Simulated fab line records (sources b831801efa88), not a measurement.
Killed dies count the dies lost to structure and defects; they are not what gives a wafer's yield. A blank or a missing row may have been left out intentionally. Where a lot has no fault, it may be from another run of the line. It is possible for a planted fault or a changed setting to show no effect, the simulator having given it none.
Struck lot and sound lot, side by side -- flow sky130 -- 17 steps out of a route of 708
Sound: these wafers, L465.1, L465.2, L465.6. The struck wafers were L483.2, L483.5, L483.6. The cause is named last.
Per side, at each step with rows, come the tool, then ch with its chambers, and then its first start. Under that, the readings that differ: sound wafers -- struck wafers -- difference of the means -- sigmas: that difference in standard deviations of wafers without a fault.
alike: same words and numbers on both sides, and readings whose means sit less than 2 such deviations apart. not compared: any withheld reading, any reading some wafer has no value for, any bound like >300 that may hide the same value, and any number with overlapping values for which the record gives no deviation.
The two part at a step that has a row with sigmas, a row that says differs or no value, or rows on one side only. Non-overlapping numbers with no deviation appear without sigmas and do not part them. Lack of a reading on every wafer of one side parts them only where that side has two or more wafers.

SKY_VT_ADJUST_HVTR_OVL_MEAS_08:
  struck on overlay-01, day 16 16:55; sound on overlay-02, day 11 01:58
  alike: VT_ADJUST_HVTR_OVL
after that, 1 step had no rows for these wafers: SKY_VT_ADJUST_HVTR_IMPLANT_09.
SKY_VT_ADJUST_HVTR_STRIP_10: strips in O2/N2.
  sound on plasma_asher-02 ch 0,1, day 11 02:09; struck on plasma_asher-01 ch 0,1, day 16 17:06
  alike: drypump_motor_current_A, oes_product_au, strip_time_to_endpoint_s
  not compared: rf_hours_counter_h
SKY_VT_ADJUST_HVTR_TW_MEAS_11:
  struck on film_metro-01, day 16 17:13; sound on film_metro-01, day 11 02:15
  alike: VT_ADJUST_HVTR_TW
then, 7 steps without rows for these wafers: SKY_VT_ADJUST_PCH_DEHYDRATE_00 (time 60 s); SKY_VT_ADJUST_PCH_HMDS_01 (prime time 60 s); SKY_VT_ADJUST_PCH_COAT_02 (resist thk 3000 nm); SKY_VT_ADJUST_PCH_SOFTBAKE_03; SKY_VT_ADJUST_PCH_EXPOSE_04 (exposes mask NWM, target cd 840 nm); SKY_VT_ADJUST_PCH_PEB_05; SKY_VT_ADJUST_PCH_DEVELOP_06 (develop time 60 s).
SKY_VT_ADJUST_PCH_OVL_MEAS_07:
  struck on overlay-01, day 17 21:17; sound on overlay-01, day 12 02:51
  alike: VT_ADJUST_PCH_OVL
SKY_VT_ADJUST_PCH_IMPLANT_08:
  sound on implanter-04 ch 0, day 12 02:53; struck on implanter-04 ch 0, day 17 21:20
reading,sound,struck,difference,sigmas
beam_on_s (s),10.27 10.02 9.88,11.36 11.43 11.47,+1.36,+6
end_station_pressure_torr (Torr),4.83e-06 4.96e-06 5.04e-06,7.536e-05 7.709e-05 8.286e-05,+7.349e-05,+99 or more
faraday_current_uA,2.76 2.81 2.85,2.44 2.44 2.43,-0.37,-6
SKY_VT_ADJUST_PCH_STRIP_09: strips in O2/N2.
  sound on plasma_asher-02 ch 0,1, day 12 03:02; struck on plasma_asher-02 ch 0,1, day 17 21:28
  alike: drypump_motor_current_A, oes_product_au, strip_time_to_endpoint_s
  not compared: rf_hours_counter_h
SKY_VT_ADJUST_PCH_TW_MEAS_10:
  struck on film_metro-01, day 17 21:35; sound on film_metro-02, day 12 03:08
reading,sound,struck,difference,sigmas
VT_ADJUST_PCH_TW,141.9 142.5 142.9,147.0 146.5 147.0,+4.4,+3
then, 1 step without rows for these wafers: SKY_SONOS_TUNNEL_DEHYDRATE_00 (time 60 s).
-- the record jumps here: 33 days lie between the struck wafers' starts before and after (it left off in module SONOS_TUNNEL and takes up again in module PAD_OPEN, whose first step shown is number 708 of the route) --
SKY_PAD_OPEN_PROBE_99:
  struck on prober-02, day 51 02:52; sound on prober-02, day 47 16:07
reading,sound,struck,difference,sigmas
model.etest.pfet_01v8_lvt.off_log10_a_um,-8.781 -8.903 -9.083,-8.447 -8.442 -8.402,+0.492,
model.etest.pfet_16v.vt_v (V),-1.09 -1.096 -1.096,-1.054 -1.061 -1.058,+0.036,
model.etest.pfet_g5v0d10v5.vt_v (V),-0.8111 -0.846 -0.8366,-0.7679 -0.7884 -0.7981,+0.0464,
model.etest.pfet_g5v0d10v5.vt_long_v (V),-0.9237 -0.9289 -0.9333,-0.8873 -0.8985 -0.896,+0.0347,
model.etest.pfet_01v8_lvt.vt_sat_v (V),-0.4466 -0.4456 -0.4535,-0.3983 -0.4024 -0.4035,+0.0472,
model.etest.pfet_01v8_lvt.vt_v (V),-0.5358 -0.5379 -0.5438,-0.4952 -0.4978 -0.5032,+0.0404,
model.etest.pfet_01v8_lvt.vt_long_v (V),-0.6558 -0.6575 -0.6571,-0.6244 -0.6229 -0.6237,+0.0331,
model.etest.pfet_01v8_lvt.body_rise_v (V),-0.2017 -0.2016 -0.1983,-0.2087 -0.2103 -0.2097,-0.0090,
  alike: killed_at_M0_to_M3, killed_at_M4_up, killed_at_contacts, killed_at_front_end, killed_at_other, killed_dies, killed_open, killed_short

## WHERE THEY PART
First at SKY_VT_ADJUST_PCH_IMPLANT_08; last, within this record, at SKY_VT_ADJUST_PCH_TW_MEAS_10. Later steps at which nothing parts them and some readings are alike: SKY_PAD_OPEN_PROBE_99.

WHY: whatever the simulator had introduced
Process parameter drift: implanter-04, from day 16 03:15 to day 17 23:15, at SKY_VT_ADJUST_PCH_IMPLANT_08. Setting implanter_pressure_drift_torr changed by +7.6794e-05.
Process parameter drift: implanter-04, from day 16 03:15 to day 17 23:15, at SKY_VT_ADJUST_PCH_IMPLANT_08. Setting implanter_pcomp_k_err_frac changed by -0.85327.
